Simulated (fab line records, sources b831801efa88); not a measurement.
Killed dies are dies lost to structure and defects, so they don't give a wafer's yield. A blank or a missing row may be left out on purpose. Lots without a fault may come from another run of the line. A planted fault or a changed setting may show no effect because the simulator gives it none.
fab line records | flow sfq_line
record lots=6 wafers=18 last_day=93
route steps=325 shown I0@47 M1@58 I1@73 M2@88 M8@325
lots that met no fault: from a run of the same line without faults
start_h: hours from the record's first day to the start of the lot's first wafer shown | wait_h: hours since the lot's step before | " the same as in the row above | L1.1+2: a row that stands for several wafers | - no value, or no start given | * or withheld: withheld | < > ~ a bound
route shown NAME@n: a module of which the file shows steps, and the number in the route of the first | usual: mean/standard deviation of fault-free wafers | same: alike in all rows | chamber/n: place in a boat | sites: the reading at each site | _std_site: their standard deviation | _edge_site: outer sites' mean less inner sites' | radius_mm: how far each site lies from the wafer's centre | mask NAME#n: copy n | behind: the tool/chamber that last shaped the wafer | hold: why the lot was held/for how many hours/how that ended | device: the transistor (n, p or np) that didn't switch | end of line: the same wafers' tests at the end of the route | a step without rows: its recipe alone | killed: dies lost to structure and defects at the first sort, not the wafer's yield | map: a wafer's dies, x killed, . not, _ none there
set.NAME: the setting as run; set.NAME@STEP: as run at that earlier step | model.NAME: the simulator's own value behind a step, which no gauge read
lots at some steps of the route; a table a step, a row a wafer
services: from which hour (start_h, from the record's first day; less than 0 if before it) a tool's chamber was out of use, for how many hours, and why
## steps
# step SFQ_TRILAYER_I0_VIA_LITHO_COAT_036
# recipe resist=BARC spin_rpm=3000 resist_thk_nm=62
# step SFQ_TRILAYER_I0_VIA_LITHO_COAT_031
# recipe resist=KrF spin_rpm=3000 resist_thk_nm=650
# step SFQ_TRILAYER_I0_VIA_LITHO_SOFTBAKE_035
# recipe temp_c=withheld time_s=withheld resist=KrF
# step SFQ_TRILAYER_I0_VIA_LITHO_EXPOSE_032
# recipe mask_id=I0 na=0.6 source_shape=conventional sigma_outer=0.65 target_cd_nm=500 dose_mj=21.3
# step SFQ_TRILAYER_I0_VIA_LITHO_PEB_034
# recipe peb_temp_c=115 peb_time_s=60 resist=KrF
# step SFQ_TRILAYER_I0_VIA_LITHO_DEVELOP_033
# recipe time_s=60 resist=KrF
# step SFQ_I0_OVL_MEAS_908
# usual I0_OVL=3/5
# columns lot.wafer tool chamber start_h wait_h I0_OVL[nm]
L272.1 overlay-01 - 357.94 0.1 0
L272.3 " - " " 2
L272.4 " - " " 1
L280.1 overlay-01 - 457.49 0.1 -5
L280.2 " - " " -3
L280.6 " - " " -4
L283.2 overlay-01 - 492.83 0.1 -8
L283.5 " - " " -1
L283.6 " - " " -6
L284.1 overlay-01 - 507.79 0.1 4
L284.4 " - " " 2
L284.6 " - " " 5
L285.1 overlay-02 - 514.42 0.1 2
L285.2 " - " " -1
L285.6 " - " " 2
L292.2 overlay-02 - 619.41 0.1 9
L292.5 " - " " 8
L292.6 " - " " 11
# step SFQ_TRILAYER_I0_VIA_BARC_OPEN_VIA_ETCH_046
# recipe mask_material=PR chemistry=O2 target_depth_nm=125 target=BARC source_w=500 bias_w=80 pressure_mtorr=30 time_s=41.7
# usual chamber_pressure_mTorr=29.994/0.028 drypump_motor_current_A=5.9/0.51 oes_product_au=0.685/0.0046
# columns lot.wafer tool chamber start_h wait_h chamber_pressure_mTorr drypump_motor_current_A oes_product_au rf_hours_counter_h
L272.1 rie_diel-01 3 357.98 0.0 30.003 6.6 0.686 12
L272.3 " 1 " " 30.040 6.2 0.679 90
L272.4 " 0 " " 30.010 5.8 0.687 6
L280.1 rie_diel-02 0 457.53 0.0 29.995 6.3 0.687 99
L280.2 " 2 " " 30.007 5.6 0.678 45
L280.6 " 1 " " 29.964 5.8 0.680 -
L283.2 rie_diel-02 3 492.86 0.0 30.029 6.2 0.677 0
L283.5 " 1 " " 29.978 5.8 0.683 -
L283.6 " 3 " " 29.973 6.2 0.676 -
L284.1 rie_diel-03 3 507.83 0.0 29.974 4.9 0.684 5
L284.4 " 1 " " 30.012 5.7 0.680 13
L284.6 " 3 " " 29.984 4.9 0.674 -
L285.1 rie_diel-01 2 514.45 0.0 29.969 5.1 0.681 5
L285.2 " 3 " " 29.966 6.6 0.694 15
L285.6 " 1 " " 29.990 6.2 0.694 -
L292.2 rie_diel-01 3 619.44 0.0 30.017 6.6 0.688 16
L292.5 " 2 " " 30.012 5.1 0.683 -
L292.6 " 1 " " 30.006 6.2 0.681 -
# step SFQ_TRILAYER_I0_VIA_ETCH_VIA_ETCH_034
# recipe target=SiO2 stop_on=Nb mask_material=PR taper_deg=20 chemistry=CHF3 target_depth_nm=260 source_w=500 bias_w=80 pressure_mtorr=30 time_s=withheld
# usual chamber_pressure_mTorr=30.00/0.03 drypump_motor_current_A=5.9/0.51 oes_product_au=0.855/0.0045
# columns lot.wafer tool chamber start_h wait_h chamber_pressure_mTorr drypump_motor_current_A oes_product_au
L272.1 rie_diel-01 3 358.02 0.0 29.96 6.6 0.856
L272.3 " 1 " " 29.99 6.2 0.849
L272.4 " 0 " " 30.01 5.8 0.854
L280.1 rie_diel-02 0 457.57 0.0 30.00 6.2 0.849
L280.2 " 2 " " 29.99 5.6 0.849
L280.6 " 1 " " 30.02 5.8 0.847
L283.2 rie_diel-02 3 492.90 0.0 30.00 6.2 0.850
L283.5 " 1 " " 29.99 5.8 0.860
L283.6 " 3 " " 30.02 6.2 0.857
L284.1 rie_diel-03 3 507.87 0.0 29.96 4.9 0.853
L284.4 " 1 " " 29.98 5.7 0.859
L284.6 " 3 " " 29.95 4.9 0.855
L285.1 rie_diel-01 2 514.49 0.0 30.01 5.1 0.848
L285.2 " 3 " " 30.02 6.6 0.855
L285.6 " 1 " " 30.08 6.2 0.855
L292.2 rie_diel-01 3 619.48 0.0 30.03 6.6 0.857
L292.5 " 2 " " 30.02 5.1 0.855
L292.6 " 1 " " 29.99 6.2 0.846
# step SFQ_TRILAYER_I0_VIA_STRIP_STRIP_035
# recipe gas=O2 power_w=200 platen_temp_c=40 overash_fraction=0.65 chemistry=O2 pressure_mtorr=50
# usual chamber_pressure_mTorr=50.00/0.047 drypump_motor_current_A=6.2/0.44 oes_product_au=1.000/0.0076
# columns lot.wafer tool chamber start_h wait_h chamber_pressure_mTorr drypump_motor_current_A oes_product_au rf_hours_counter_h
L272.1 rie_metal-03 0 358.13 - 49.97 5.5 1.001 88
L272.3 " 0 " " 49.94 5.5 0.989 -
L272.4 " 1 " " 49.95 6.3 0.998 -
L280.1 rie_metal-01 1 457.68 - 50.04 5.9 0.995 132
L280.2 " 0 " " 50.00 5.7 0.988 42
L280.6 " 0 " " 50.06 5.8 0.994 -
L283.2 rie_metal-03 0 493.01 - 50.02 5.5 0.996 105
L283.5 " 1 " " 49.90 6.3 1.010 -
L283.6 " 0 " " 50.04 5.4 1.002 -
L284.1 rie_metal-01 0 507.98 - 50.04 5.7 0.999 50
L284.4 " 0 " " 49.92 5.7 1.002 -
L284.6 " 1 " " 49.93 5.9 1.004 -
L285.1 rie_metal-01 1 514.61 - 49.97 5.9 1.000 140
L285.2 " 0 " " 49.97 5.7 0.994 51
L285.6 " 0 " " 49.96 5.8 1.001 -
L292.2 rie_metal-02 1 619.60 - 50.09 6.8 1.002 66
L292.5 " 0 " " 49.94 6.4 0.999 -
L292.6 " 1 " " 49.95 6.8 1.020 -
# step SFQ_TRILAYER_I0_VIA_STRIP_SOLV_CLEAN_036
# recipe chemistry=NMP temp_c=70 time_s=600
# step SFQ_TRILAYER_M1_DEP_PRE_CLEAN_038
# recipe gas=Ar time_s=22.5 bias_v=250
# step SFQ_TRILAYER_M1_DEP_SPUTTER_037
# recipe material=Nb base_pressure_pa=1.33e-06 chamber_pressure_pa=0.1333 substrate_temp_c=20 resputter_cathode_voltage_v=400 target_thk_nm=200 power_w=2000 time_s=133.3
# usual substrate_temp_c=20.00/0.11 throttle_valve_pct=29.7/0.91
# columns lot.wafer tool chamber start_h wait_h substrate_temp_c throttle_valve_pct model.Nb_of_TRILAYER_M1_DEP_SPUTTER_037.thk_nm
L272.1 pvd_sputter-04 - 358.93 0.0 19.85 31.2 199.4
L272.3 " - " " 19.96 28.5 196.8
L272.4 " - " " 19.93 28.9 195.8
L280.1 pvd_sputter-03 - 458.48 0.0 20.04 29.8 200.4
L280.2 " - " " 19.82 28.0 203.2
L280.6 " - " " 19.84 28.4 204.1
L283.2 pvd_sputter-03 - 493.82 0.0 20.11 28.0 313.9
L283.5 " - " " 19.95 30.2 199.2
L283.6 " - " " 20.05 29.8 197.9
L284.1 pvd_sputter-04 - 508.80 0.0 20.01 31.4 202.1
L284.4 " - " " 20.05 30.4 200.8
L284.6 " - " " 20.03 30.2 200.6
L285.1 pvd_sputter-03 - 515.43 0.0 19.92 29.5 201.3
L285.2 " - " " 19.98 29.9 201.8
L285.6 " - " " 20.05 28.4 317.5
L292.2 pvd_sputter-03 - 620.40 0.0 20.14 29.5 197.1
L292.5 " - " " 20.04 30.0 199.2
L292.6 " - " " 19.83 30.3 199.4
# step SFQ_M1_RS_MEAS_909
# recipe thk_meas_gauge=four-point-probe reads=Nb_of_TRILAYER_M1_DEP_SPUTTER_037
# usual M1_NB_RS=0.887/0.0081
# columns lot.wafer tool chamber start_h wait_h M1_NB_RS[ohm/sq]
L272.1 film_metro-01 - 359.03 0.0 0.893
L272.3 " - " " 0.906
L272.4 " - " " 0.909
L280.1 film_metro-04 - 458.57 0.0 0.888
L280.2 " - " " 0.876
L280.6 " - " " 0.874
L283.2 film_metro-01 - 493.93 0.1 0.566
L283.5 " - " " 0.894
L283.6 " - " " 0.899
L284.1 film_metro-04 - 508.89 0.0 0.881
L284.4 " - " " 0.890
L284.6 " - " " 0.887
L285.1 film_metro-03 - 515.52 0.0 0.881
L285.2 " - " " 0.881
L285.6 " - " " 0.557
L292.2 film_metro-03 - 620.51 0.1 0.900
L292.5 " - " " 0.893
L292.6 " - " " 0.892
# step SFQ_TRILAYER_M1_LITHO_COAT_044
# recipe resist=BARC spin_rpm=3000 resist_thk_nm=62
# step SFQ_TRILAYER_M1_LITHO_COAT_039
# recipe resist=KrF spin_rpm=3000 resist_thk_nm=600
# step SFQ_TRILAYER_M1_LITHO_SOFTBAKE_043
# recipe temp_c=withheld time_s=withheld resist=KrF
# step SFQ_TRILAYER_M1_LITHO_EXPOSE_040
# recipe mask_id=M1 na=0.6 source_shape=conventional sigma_outer=0.65 target_cd_nm=500 dose_mj=14.4
# step SFQ_TRILAYER_M1_LITHO_PEB_042
# recipe peb_temp_c=115 peb_time_s=60 resist=KrF
# step SFQ_TRILAYER_M1_LITHO_DEVELOP_041
# recipe time_s=60 resist=KrF
# step SFQ_M1_OVL_MEAS_911
# usual M1_OVL=1/4.9
# columns lot.wafer tool chamber start_h wait_h M1_OVL[nm]
L272.1 overlay-02 - 512.02 0.1 5
L272.3 " - " " 3
L272.4 " - " " 0
L280.1 overlay-01 - 620.27 0.1 -1
L280.2 " - " " 5
L280.6 " - " " -3
L283.2 overlay-01 - 623.88 0.1 2
L283.5 " - " " 8
L283.6 " - " " 1
L284.1 overlay-01 - 625.07 0.1 -4
L284.4 " - " " 1
L284.6 " - " " -2
L285.1 overlay-01 - 626.27 0.1 1
L285.2 " - " " 8
L285.6 " - " " 0
L292.2 overlay-02 - 635.88 0.1 -4
L292.5 " - " " -2
L292.6 " - " " -5
# step SFQ_TRILAYER_M1_BARC_OPEN_METAL_ETCH_054
# recipe mask_material=PR chemistry=O2 target_depth_nm=125 target=BARC icp_w=600 bias_w=80 pressure_mtorr=10 time_s=41.7
# step SFQ_TRILAYER_M1_ETCH_METAL_ETCH_042
# recipe target=Nb stop_on=SiO2 mask_material=PR chemistry=Cl2/Ar target_depth_nm=240 icp_w=600 bias_w=80 pressure_mtorr=10 time_s=120
# usual chamber_pressure_mTorr=10.000/0.0088 drypump_motor_current_A=5.9/0.35 oes_product_au=0.896/0.0068
# columns lot.wafer tool chamber start_h wait_h chamber_pressure_mTorr drypump_motor_current_A oes_product_au rf_hours_counter_h
L272.1 rie_metal-03 1 512.11 0.0 9.991 6.3 0.900 61
L272.3 " 0 " " 9.996 5.4 0.884 -
L272.4 " 1 " " 9.997 6.3 0.883 -
L280.1 rie_metal-03 0 620.37 0.0 9.998 5.4 0.898 122
L280.2 " 1 " " 10.010 6.3 0.900 75
L280.6 " 1 " " 10.006 6.3 0.894 -
L283.2 rie_metal-04 1 623.97 0.0 9.986 6.3 1.011 134
L283.5 " 1 " " 9.997 6.2 0.888 -
L283.6 " 0 " " 10.014 5.7 0.890 -
L284.1 rie_metal-03 0 625.17 0.0 10.018 5.4 0.899 123
L284.4 " 0 " " 9.992 5.4 0.892 -
L284.6 " 0 " " 10.011 5.4 0.899 -
L285.1 rie_metal-01 1 626.37 0.0 10.005 5.9 0.896 9
L285.2 " 0 " " 9.986 5.8 0.896 67
L285.6 " 1 " " 10.013 5.9 0.999 -
L292.2 rie_metal-04 0 635.97 0.0 9.997 5.7 0.880 24
L292.5 " 1 " " 10.013 6.3 0.891 -
L292.6 " 0 " " 10.005 5.7 0.892 -
# step SFQ_TRILAYER_M1_STRIP_STRIP_043
# recipe gas=O2 power_w=200 platen_temp_c=40 overash_fraction=0.65 chemistry=O2 pressure_mtorr=50
# usual chamber_pressure_mTorr=50.00/0.046 drypump_motor_current_A=5.9/0.35 oes_product_au=1.002/0.0084
# columns lot.wafer tool chamber start_h wait_h chamber_pressure_mTorr drypump_motor_current_A oes_product_au rf_hours_counter_h
L272.1 rie_metal-03 1 512.24 0.1 49.98 6.3 1.003 61
L272.3 " 0 " " 49.99 5.4 1.003 -
L272.4 " 1 " " 49.99 6.3 1.003 -
L280.1 rie_metal-03 0 620.49 0.1 50.12 5.4 0.991 122
L280.2 " 1 " " 50.04 6.3 0.998 75
L280.6 " 1 " " 50.01 6.3 1.005 -
L283.2 rie_metal-04 1 624.09 0.1 50.03 6.2 1.010 134
L283.5 " 1 " " 49.93 6.2 1.001 -
L283.6 " 0 " " 50.06 5.7 1.011 -
L284.1 rie_metal-03 0 625.29 0.1 49.97 5.5 0.998 123
L284.4 " 0 " " 49.96 5.5 1.004 -
L284.6 " 0 " " 50.01 5.5 1.005 -
L285.1 rie_metal-01 1 626.49 0.1 49.94 5.9 0.994 9
L285.2 " 0 " " 50.00 5.7 0.997 67
L285.6 " 1 " " 50.03 5.9 0.986 -
L292.2 rie_metal-04 0 636.09 0.1 50.00 5.6 1.008 24
L292.5 " 1 " " 50.01 6.2 1.010 -
L292.6 " 0 " " 49.97 5.7 1.019 -
# step SFQ_TRILAYER_M1_STRIP_SOLV_CLEAN_044
# recipe chemistry=NMP temp_c=70 time_s=600
# step SFQ_TRILAYER_I1_DEP_PECVD_045
# recipe material=SiO2 temp_c=150 time_s=111.11 pressure_torr=2.4 rf_w=183.3 precursor=SiH4/N2O target_thk_nm=500
# step SFQ_TRILAYER_I1_CMP_CMP_046
# recipe material=SiO2 down_force_psi=3 platen_rpm=60 pad_velocity_m_s=0.94248
# step SFQ_I1_BOW_MEAS_912
# recipe mode=bow
# usual I1_BOW=2/7.5
# columns lot.wafer tool chamber start_h wait_h I1_BOW[um]
L272.1 film_metro-01 - 517.26 1.0 2
L272.3 " - " " 0
L272.4 " - " " -15
L280.1 film_metro-04 - 624.35 2.0 -3
L280.2 " - " " 19
L280.6 " - " " 3
L283.2 film_metro-01 - 630.37 1.0 12
L283.5 " - " " 7
L283.6 " - " " -10
L284.1 film_metro-02 - 632.15 1.5 6
L284.4 " - " " -1
L284.6 " - " " 0
L285.1 film_metro-02 - 635.15 2.5 9
L285.2 " - " " -7
L285.6 " - " " 3
L292.2 film_metro-04 - 648.37 2.0 -1
L292.5 " - " " 14
L292.6 " - " " 3
# step SFQ_TRILAYER_I1_METRO_MEASURE_047
# step SFQ_TRILAYER_I1_VIA_LITHO_COAT_054
# recipe resist=BARC spin_rpm=3000 resist_thk_nm=62
# step SFQ_TRILAYER_I1_VIA_LITHO_COAT_049
# recipe resist=KrF spin_rpm=3000 resist_thk_nm=650
# step SFQ_TRILAYER_I1_VIA_LITHO_SOFTBAKE_053
# recipe temp_c=withheld time_s=withheld resist=KrF
# step SFQ_TRILAYER_I1_VIA_LITHO_EXPOSE_050
# recipe mask_id=I1 na=0.6 source_shape=conventional sigma_outer=0.65 target_cd_nm=500 dose_mj=21.3
# step SFQ_TRILAYER_I1_VIA_LITHO_PEB_052
# recipe peb_temp_c=115 peb_time_s=60 resist=KrF
# step SFQ_TRILAYER_I1_VIA_LITHO_DEVELOP_051
# recipe time_s=60 resist=KrF
# step SFQ_I1_OVL_MEAS_913
# usual I1_OVL=1/5.5
# columns lot.wafer tool chamber start_h wait_h I1_OVL[nm]
L272.1 overlay-02 - 672.92 0.1 -5
L272.3 " - " " -9
L272.4 " - " " -8
L280.1 overlay-01 - 756.63 0.1 15
L280.2 " - " " 9
L280.6 " - " " 3
L283.2 overlay-02 - 762.63 0.1 2
L283.5 " - " " -1
L283.6 " - " " 1
L284.1 overlay-02 - 765.03 0.1 -5
L284.4 " - " " 8
L284.6 " - " " -2
L285.1 overlay-01 - 768.63 0.1 9
L285.2 " - " " 2
L285.6 " - " " 12
L292.2 overlay-02 - 781.14 0.1 5
L292.5 " - " " 0
L292.6 " - " " -5
# step SFQ_TRILAYER_I1_VIA_BARC_OPEN_VIA_ETCH_071
# recipe mask_material=PR chemistry=O2 target_depth_nm=125 target=BARC source_w=500 bias_w=80 pressure_mtorr=30 time_s=41.7
# step SFQ_TRILAYER_I1_VIA_ETCH_VIA_ETCH_052
# recipe target=SiO2 stop_on=Nb mask_material=PR taper_deg=20 chemistry=CHF3 target_depth_nm=260 source_w=500 bias_w=80 pressure_mtorr=30 time_s=withheld
# step SFQ_TRILAYER_I1_VIA_STRIP_STRIP_053
# recipe gas=O2 power_w=200 platen_temp_c=40 overash_fraction=0.65 chemistry=O2 pressure_mtorr=50
# usual chamber_pressure_mTorr=50.00/0.048 drypump_motor_current_A=6.1/0.37 oes_product_au=1.002/0.0075
# columns lot.wafer tool chamber start_h wait_h chamber_pressure_mTorr drypump_motor_current_A oes_product_au rf_hours_counter_h
L272.1 rie_metal-01 0 673.11 - 49.99 5.7 1.005 74
L272.3 " 0 " " 49.99 5.7 1.004 -
L272.4 " 1 " " 49.95 5.9 1.005 -
L280.1 rie_metal-04 1 756.82 - 49.96 6.2 1.000 0
L280.2 " 0 " " 50.00 5.7 1.011 44
L280.6 " 1 " " 50.02 6.3 1.009 -
L283.2 rie_metal-04 0 762.82 - 49.89 5.7 0.996 45
L283.5 " 1 " " 49.93 6.2 0.999 -
L283.6 " 0 " " 50.03 5.7 1.003 -
L284.1 rie_metal-01 1 765.22 - 50.09 5.9 0.996 27
L284.4 " 0 " " 50.00 5.8 1.001 -
L284.6 " 1 " " 50.02 5.9 0.995 -
L285.1 rie_metal-04 0 768.82 - 49.97 5.7 1.010 46
L285.2 " 1 " " 50.04 6.2 0.993 1
L285.6 " 1 " " 50.02 6.2 1.005 -
L292.2 rie_metal-04 1 781.32 - 49.99 6.3 0.989 3
L292.5 " 1 " " 49.94 6.3 0.992 -
L292.6 " 0 " " 50.04 5.6 0.987 -
# step SFQ_TRILAYER_I1_VIA_STRIP_SOLV_CLEAN_054
# recipe chemistry=NMP temp_c=70 time_s=600
# step SFQ_TRILAYER_M2_DEP_PRE_CLEAN_056
# recipe gas=Ar time_s=22.5 bias_v=250
# step SFQ_M8_BOW_MEAS_951
# recipe mode=bow
# usual M8_BOW=8/12
# columns lot.wafer tool chamber start_h wait_h M8_BOW[um] model.etest.m1.comb_log10_ohm model.etest.m1.ohm_sq
L272.1 film_metro-02 - 2093.01 0.0 23 12 0.893
L272.3 " - " " 20 12 0.9051
L272.4 " - " " 6 12 0.9096
L280.1 film_metro-03 - 2146.19 0.0 20 12 0.8886
L280.2 " - " " 42 12 0.8765
L280.6 " - " " 25 12 0.8725
L283.2 film_metro-02 - 2159.49 0.0 14 0 0.5673
L283.5 " - " " 9 12 0.894
L283.6 " - " " -8 12 0.8998
L284.1 film_metro-02 - 2165.41 0.0 -3 12 0.8814
L284.4 " - " " -11 12 0.887
L284.6 " - " " -10 12 0.8877
L285.1 film_metro-02 - 2170.19 0.0 11 12 0.8845
L285.2 " - " " -4 12 0.8826
L285.6 " - " " 6 0 0.5609
L292.2 film_metro-02 - 2223.81 0.0 16 12 0.9034
L292.5 " - " " 31 12 0.8942
L292.6 " - " " 21 12 0.893
## services
# columns tool chamber start_h hours kind
rie_diel-01 1 343.07 6.9 repair
rie_diel-02 2 362.16 11.5 repair
rie_metal-04 - 388.99 1.4 pm
rie_diel-02 3 398.24 16.2 repair
pvd_sputter-03 - 404.02 2.8 repair
rie_diel-02 2 407.33 9.0 repair
rie_diel-02 3 425.43 3.4 repair
rie_diel-02 - 427.02 28.1 pm
rie_diel-01 1 429.14 2.3 repair
pvd_sputter-03 - 461.32 3.2 repair
rie_diel-01 1 495.14 6.4 repair
rie_metal-01 - 501.83 1.4 pm
rie_metal-04 1 504.60 2.9 repair
rie_metal-03 - 525.62 2.8 pm
rie_diel-01 - 530.24 2.0 repair
rie_diel-01 2 571.62 5.3 repair
rie_metal-03 0 640.01 8.3 repair
rie_metal-01 - 643.83 0.9 repair
rie_metal-01 - 651.89 2.8 pm
rie_diel-01 3 676.91 5.2 repair
rie_metal-04 0 677.21 5.1 repair
rie_diel-01 0 687.56 1.5 repair
rie_diel-01 3 702.94 11.7 repair
rie_metal-01 - 768.65 0.5 repair
## key
first_sign step=SFQ_M1_RS_MEAS_909 reading=M1_NB_RS direction=down sigmas=40 usual=0.887 struck=0.561
effect step=SFQ_TRILAYER_M1_ETCH_METAL_ETCH_042 reading=oes_product_au direction=up sigmas=16 usual=0.896 struck=1.005
model_effect step=SFQ_TRILAYER_M1_DEP_SPUTTER_037 value=Nb_of_TRILAYER_M1_DEP_SPUTTER_037.thk_nm without=199.6 struck=315.7
model_effect step=SFQ_M8_BOW_MEAS_951 value=etest.m1.comb_log10_ohm without=12 struck=0
met_at SFQ_TRILAYER_M1_DEP_SPUTTER_037
struck_wafers L283.2,L285.6
onset_between 458.48 493.82
fault kind=process_parameter_drift tool=pvd_sputter-03 chamber=- onset_h=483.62 steps=SFQ_TRILAYER_M1_DEP_SPUTTER_037 channel=time_s offset=* shape=step end_h=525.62 acts_in=* stated=* scope=struck_wafers_only
